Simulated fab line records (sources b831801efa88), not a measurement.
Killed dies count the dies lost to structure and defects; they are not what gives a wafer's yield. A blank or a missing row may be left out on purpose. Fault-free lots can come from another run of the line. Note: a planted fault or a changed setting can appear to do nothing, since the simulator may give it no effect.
Which of the tools did it? | flow sky130 | Sampling: 24 lots, 72 wafers, 6 of 708 route steps

WHAT THE GAUGES READ, wafer by wafer
SKY_CAPM_THK_MEAS_01.
lot  | measured     | on            | CAPM_CVD_00_THK (nm)
L074 | day 36 07:17 | film-metro-03 | 15.58 15.64 15.88
L075 | day 36 21:40 | film-metro-02 | 15.63 15.99 15.89
L076 | day 37 04:11 | film-metro-01 | 15.39 15.60 15.62
L077 | day 37 15:00 | film-metro-02 | 15.35 15.74 15.61
L078 | day 38 05:23 | film-metro-01 | 15.58 15.58 15.57
L079 | day 38 14:49 | film-metro-02 | 15.53 15.73 15.67
L080 | day 38 21:31 | film-metro-03 | 15.59 15.71 15.69
L081 | day 38 21:01 | film-metro-03 | 15.65 15.62 15.90
L082 | day 39 06:02 | film-metro-01 | 15.50 15.39 15.81
L083 | day 39 10:11 | film-metro-02 | 15.69 15.51 15.47
L084 | day 40 01:13 | film-metro-02 | 15.63 15.43 15.56
L085 | day 40 03:46 | film-metro-03 | 15.37 15.68 15.79
L086 | day 40 11:08 | film-metro-01 | 15.22 15.36 15.55
L087 | day 40 16:45 | film-metro-02 | 15.24 15.62 15.72
L088 | day 40 22:43 | film-metro-02 | 15.32 15.71 15.70
L089 | day 41 04:47 | film-metro-02 | 15.49 15.68 15.59
L090 | day 41 07:34 | film-metro-02 | 15.44 15.83 15.60
L091 | day 41 14:43 | film-metro-01 | 15.31 15.73 15.73
L092 | day 42 03:23 | film-metro-02 | 15.62 15.42 15.48
L093 | day 42 06:25 | film-metro-02 | 15.75 15.37 15.70
L094 | day 42 13:25 | film-metro-02 | 15.17 15.60 15.83
L095 | day 42 22:01 | film-metro-03 | 15.31 15.10 15.59
L096 | day 43 00:45 | film-metro-02 | 15.42 15.65 15.55
L097 | day 43 05:32 | film-metro-01 | 15.64 16.19 15.92

SKY_VIA3_RS_MEAS_22: uses a four-point probe to measure.
lot  | measured     | on            | VIA3_W_RS (ohm/sq)
L074 | day 39 16:20 | film-metro-04 | 0.294 0.290 0.295
L075 | day 40 06:25 | film-metro-03 | 0.297 0.306 0.303
L076 | day 40 10:47 | film-metro-03 | 0.300 0.293 0.299
L077 | day 40 22:28 | film-metro-03 | 0.298 0.293 0.296
L078 | day 41 12:33 | film-metro-01 | 0.299 0.291 0.298
L079 | day 41 20:26 | film-metro-04 | 0.299 0.299 0.300
L080 | day 42 02:07 | film-metro-01 | 0.297 0.291 0.294
L081 | day 42 01:17 | film-metro-01 | 0.294 0.294 0.294
L082 | day 42 11:34 | film-metro-04 | 0.297 0.294 0.297
L083 | day 42 14:33 | film-metro-04 | 0.296 0.295 0.292
L084 | day 43 06:17 | film-metro-04 | 0.296 0.289 0.293
L085 | day 43 08:12 | film-metro-01 | 0.291 0.295 0.288
L086 | day 43 15:38 | film-metro-03 | 0.293 0.297 0.299
L087 | day 43 20:44 | film-metro-04 | 0.293 0.298 0.295
L088 | day 44 01:34 | film-metro-03 | 0.294 0.295 0.296
L089 | day 44 07:56 | film-metro-01 | 0.300 0.300 0.292
L090 | day 44 09:24 | film-metro-03 | 0.299 0.291 0.299
L091 | day 44 17:22 | film-metro-01 | 0.297 0.292 0.292
L092 | day 45 03:08 | film-metro-04 | 0.298 0.289 0.286
L093 | day 45 07:05 | film-metro-01 | 0.293 0.294 0.292
L094 | day 45 13:10 | film-metro-01 | 0.291 0.291 0.291
L095 | day 45 20:31 | film-metro-04 | 0.291 0.290 0.293
L096 | day 45 22:58 | film-metro-03 | 0.291 0.297 0.287
L097 | day 46 03:49 | film-metro-01 | 0.291 0.294 0.297

TOOL THAT RAN EACH LOT (tool first, then ch and the chambers of the sampled wafers, then the start)
lot  | SKY_LDD_P_STRIP_10                   | SKY_METAL2_SPUTTER_02        | SKY_CAPM_CVD_00                 | SKY_VIA3_CVD_21
L074 | plasma-asher-01 ch 0, day 18 16:49   | pvd-sputter-02, day 33 23:07 | pecvd-03 ch 0,1,2, day 36 07:15 | cvd-w-02 ch 1, day 39 16:11
L075 | plasma-asher-02 ch 0,1, day 19 09:58 | pvd-sputter-01, day 34 14:38 | pecvd-03 ch 0,1, day 36 21:39   | cvd-w-02 ch 0,1, day 40 06:17
L076 | plasma-asher-01 ch 0,1, day 19 20:13 | pvd-sputter-01, day 34 20:48 | pecvd-04 ch 0,2, day 37 04:08   | cvd-w-02 ch 0,1, day 40 10:40
L077 | plasma-asher-04 ch 0,1, day 20 06:19 | pvd-sputter-02, day 35 06:58 | pecvd-01 ch 1,2, day 37 14:59   | cvd-w-02 ch 0,1, day 40 22:20
L078 | plasma-asher-02 ch 0,1, day 20 23:16 | pvd-sputter-04, day 35 21:43 | pecvd-03 ch 0,1,2, day 38 05:21 | cvd-w-02 ch 0,1, day 41 12:24
L079 | plasma-asher-04 ch 0, day 21 11:07   | pvd-sputter-02, day 36 06:29 | pecvd-01 ch 1,2, day 38 14:47   | cvd-w-02 ch 0, day 41 20:12
L080 | plasma-asher-01 ch 0,1, day 21 19:58 | pvd-sputter-02, day 36 13:52 | pecvd-04 ch 0,1,2, day 38 21:29 | cvd-w-02 ch 0,1, day 42 01:59
L081 | plasma-asher-02 ch 0,1, day 21 21:08 | pvd-sputter-04, day 36 14:10 | pecvd-03 ch 0,1, day 38 20:59   | cvd-w-01 ch 0,1, day 42 01:10
L082 | plasma-asher-04 ch 0,1, day 22 08:08 | pvd-sputter-02, day 37 00:03 | pecvd-04 ch 0,2, day 39 06:01   | cvd-w-02 ch 0, day 42 11:26
L083 | plasma-asher-01 ch 0,1, day 22 17:17 | pvd-sputter-04, day 37 05:03 | pecvd-01 ch 0,1,2, day 39 10:08 | cvd-w-02 ch 0,1, day 42 14:24
L084 | plasma-asher-02 ch 0,1, day 23 09:13 | pvd-sputter-04, day 37 20:25 | pecvd-01 ch 0,1,2, day 40 01:12 | cvd-w-02 ch 0,1, day 43 06:09
L085 | plasma-asher-01 ch 0, day 23 12:05   | pvd-sputter-01, day 37 22:04 | pecvd-03 ch 0,1, day 40 03:44   | cvd-w-01 ch 0,1, day 43 08:03
L086 | plasma-asher-02 ch 0,1, day 23 16:56 | pvd-sputter-02, day 38 05:55 | pecvd-03 ch 0,1, day 40 11:06   | cvd-w-02 ch 0,1, day 43 15:31
L087 | plasma-asher-02 ch 0,1, day 24 02:07 | pvd-sputter-04, day 38 11:29 | pecvd-04 ch 0,1, day 40 16:44   | cvd-w-01 ch 0,1, day 43 20:37
L088 | plasma-asher-04 ch 0,1, day 24 08:19 | pvd-sputter-02, day 38 17:20 | pecvd-03 ch 1, day 40 22:41     | cvd-w-01 ch 0,1, day 44 01:25
L089 | plasma-asher-04 ch 0,1, day 24 18:47 | pvd-sputter-02, day 38 23:25 | pecvd-04 ch 1,2, day 41 04:44   | cvd-w-02 ch 0,1, day 44 07:49
L090 | plasma-asher-02 ch 0,1, day 24 22:28 | pvd-sputter-02, day 39 02:34 | pecvd-03 ch 0, day 41 07:32     | cvd-w-02 ch 0,1, day 44 09:16
L091 | plasma-asher-02 ch 1, day 25 06:58   | pvd-sputter-01, day 39 09:41 | pecvd-01 ch 1,2, day 41 14:41   | cvd-w-01 ch 0,1, day 44 17:13
L092 | plasma-asher-01 ch 0,1, day 25 18:04 | pvd-sputter-02, day 39 22:20 | pecvd-04 ch 0,1,2, day 42 03:22 | cvd-w-02 ch 0,1, day 45 03:01
L093 | plasma-asher-04 ch 0,1, day 26 02:22 | pvd-sputter-01, day 40 01:18 | pecvd-03 ch 1,2, day 42 06:23   | cvd-w-01 ch 0,1, day 45 06:58
L094 | plasma-asher-02 ch 0,1, day 26 04:56 | pvd-sputter-01, day 40 09:05 | pecvd-03 ch 0,1,2, day 42 13:23 | cvd-w-01 ch 0,1, day 45 13:03
L095 | plasma-asher-02 ch 0,1, day 26 18:11 | pvd-sputter-04, day 40 18:07 | pecvd-03 ch 0,2, day 42 21:59   | cvd-w-01 ch 0,1, day 45 20:22
L096 | plasma-asher-02 ch 0,1, day 26 21:58 | pvd-sputter-04, day 40 20:36 | pecvd-01 ch 0,1,2, day 43 00:44 | cvd-w-02 ch 0,1, day 45 22:50
L097 | plasma-asher-04 ch 0,1, day 27 08:40 | pvd-sputter-02, day 41 02:33 | pecvd-03 ch 0,1,2, day 43 05:29 | cvd-w-01 ch 0,1, day 46 03:40
- SKY_LDD_P_STRIP_10: strips in O2/N2.
- SKY_METAL2_SPUTTER_02: material AlCu, target thk 250 nm, time 13.3 s.
- SKY_CAPM_CVD_00: deposits SiO2, target thk 15.5 nm.
- SKY_VIA3_CVD_21: deposits W, target thk 390 nm, time 117.31 s.

WHAT THE TOOLS THEMSELVES READ (means of the sampled wafers that have a number; where no wafer has one, the mark that the record gives instead)
SKY_LDD_P_STRIP_10.
lot  | tool            | drypump-motor-current-A (A) | o2-flow-sccm (sccm) | oes-product-au (a.u.) | strip-time-to-endpoint-s (s)
L074 | plasma-asher-01 | 6.37                        | 2999                | 0.715                 | 14.09
L075 | plasma-asher-02 | 5.54                        | 2994                | 0.719                 | 14.22
L076 | plasma-asher-01 | 6.10                        | 3003                | 0.716                 | 14.24
L077 | plasma-asher-04 | 5.84                        | 3003                | 0.718                 | 14.21
L078 | plasma-asher-02 | 5.53                        | 3003                | 0.718                 | 14.11
L079 | plasma-asher-04 | 5.65                        | 3007                | 0.714                 | 14.17
L080 | plasma-asher-01 | 5.85                        | 2996                | 0.715                 | 14.14
L081 | plasma-asher-02 | 5.53                        | 3003                | 0.713                 | 14.13
L082 | plasma-asher-04 | 5.81                        | 3011                | 0.715                 | 14.16
L083 | plasma-asher-01 | 5.82                        | 3002                | 0.719                 | 14.17
L084 | plasma-asher-02 | 5.47                        | 3005                | 0.716                 | 14.19
L085 | plasma-asher-01 | 6.35                        | 3001                | 0.717                 | 14.18
L086 | plasma-asher-02 | 5.50                        | 3007                | 0.714                 | 14.19
L087 | plasma-asher-02 | 5.46                        | 2994                | 0.716                 | 14.22
L088 | plasma-asher-04 | 5.83                        | 3004                | 0.715                 | 14.16
L089 | plasma-asher-04 | 5.84                        | 3009                | 0.719                 | 14.08
L090 | plasma-asher-02 | 5.50                        | 2999                | 0.714                 | 14.13
L091 | plasma-asher-02 | 5.43                        | 3005                | 0.719                 | 14.17
L092 | plasma-asher-01 | 5.81                        | 2996                | 0.717                 | 14.18
L093 | plasma-asher-04 | 5.84                        | 3006                | 0.718                 | 14.22
L094 | plasma-asher-02 | 5.49                        | 2997                | 0.716                 | 14.18
L095 | plasma-asher-02 | 5.51                        | 3000                | 0.713                 | 14.15
L096 | plasma-asher-02 | 5.47                        | 3001                | 0.714                 | 14.19
L097 | plasma-asher-04 | 5.72                        | 2996                | 0.711                 | 14.14

SKY_METAL2_SPUTTER_02.
lot  | tool           | throttle-valve-pct (%)
L074 | pvd-sputter-02 | 29.9
L075 | pvd-sputter-01 | 29.9
L076 | pvd-sputter-01 | 29.0
L077 | pvd-sputter-02 | 29.8
L078 | pvd-sputter-04 | 29.8
L079 | pvd-sputter-02 | 29.2
L080 | pvd-sputter-02 | 29.1
L081 | pvd-sputter-04 | 30.2
L082 | pvd-sputter-02 | 29.2
L083 | pvd-sputter-04 | 29.7
L084 | pvd-sputter-04 | 30.3
L085 | pvd-sputter-01 | 29.1
L086 | pvd-sputter-02 | 29.1
L087 | pvd-sputter-04 | 30.2
L088 | pvd-sputter-02 | 29.7
L089 | pvd-sputter-02 | 29.1
L090 | pvd-sputter-02 | 28.8
L091 | pvd-sputter-01 | 29.5
L092 | pvd-sputter-02 | 29.0
L093 | pvd-sputter-01 | 29.2
L094 | pvd-sputter-01 | 29.5
L095 | pvd-sputter-04 | 29.7
L096 | pvd-sputter-04 | 30.3
L097 | pvd-sputter-02 | 29.5

SKY_CAPM_CVD_00.
lot  | tool     | heater-power-w (W)
L074 | pecvd-03 | 742
L075 | pecvd-03 | 730
L076 | pecvd-04 | 718
L077 | pecvd-01 | 712
L078 | pecvd-03 | 759
L079 | pecvd-01 | 728
L080 | pecvd-04 | 680
L081 | pecvd-03 | 711
L082 | pecvd-04 | 687
L083 | pecvd-01 | 728
L084 | pecvd-01 | 659
L085 | pecvd-03 | 729
L086 | pecvd-03 | 698
L087 | pecvd-04 | 650
L088 | pecvd-03 | 670
L089 | pecvd-04 | 670
L090 | pecvd-03 | 756
L091 | pecvd-01 | 775
L092 | pecvd-04 | 637
L093 | pecvd-03 | 757
L094 | pecvd-03 | 777
L095 | pecvd-03 | 809
L096 | pecvd-01 | 715
L097 | pecvd-03 | 762

SKY_VIA3_CVD_21.
lot  | tool     | heater-power-w (W)
L074 | cvd-w-02 | 667
L075 | cvd-w-02 | 746
L076 | cvd-w-02 | 743
L077 | cvd-w-02 | 740
L078 | cvd-w-02 | 743
L079 | cvd-w-02 | 799
L080 | cvd-w-02 | 740
L081 | cvd-w-01 | 858
L082 | cvd-w-02 | 784
L083 | cvd-w-02 | 745
L084 | cvd-w-02 | 752
L085 | cvd-w-01 | 872
L086 | cvd-w-02 | 764
L087 | cvd-w-01 | 888
L088 | cvd-w-01 | 862
L089 | cvd-w-02 | 749
L090 | cvd-w-02 | 758
L091 | cvd-w-01 | 860
L092 | cvd-w-02 | 712
L093 | cvd-w-01 | 867
L094 | cvd-w-01 | 865
L095 | cvd-w-01 | 848
L096 | cvd-w-02 | 703
L097 | cvd-w-01 | 867

THE ANSWER, worked out from the rows above alone
Rule: the usual values come from the lots themselves. Put in order of their means at a reading, lots are off if they are a third of the lots or fewer, leave a main group of 4 or more, and stand apart from it by a gap of 3 or more times the standard deviation of the main group's means; of several such gaps the widest counts. If all means in a main group match to the digits the tables above print for the reading, that group is not used. Also off: a lot with no number at a reading for which 4 or more lots have one. Where the step has rows for the other lots, those lots are counted as sound. Order of review: gauges by route order, followed by the tools' own readings, for which a lot's mean as printed above is used. The first step at which some lot is off is used, and at that step the reading that is off furthest; a lot without a number counts as furthest.
Nothing can be told from this: no lot is off at any reading shown.

WHAT THE SIMULATOR HAD INSERTED
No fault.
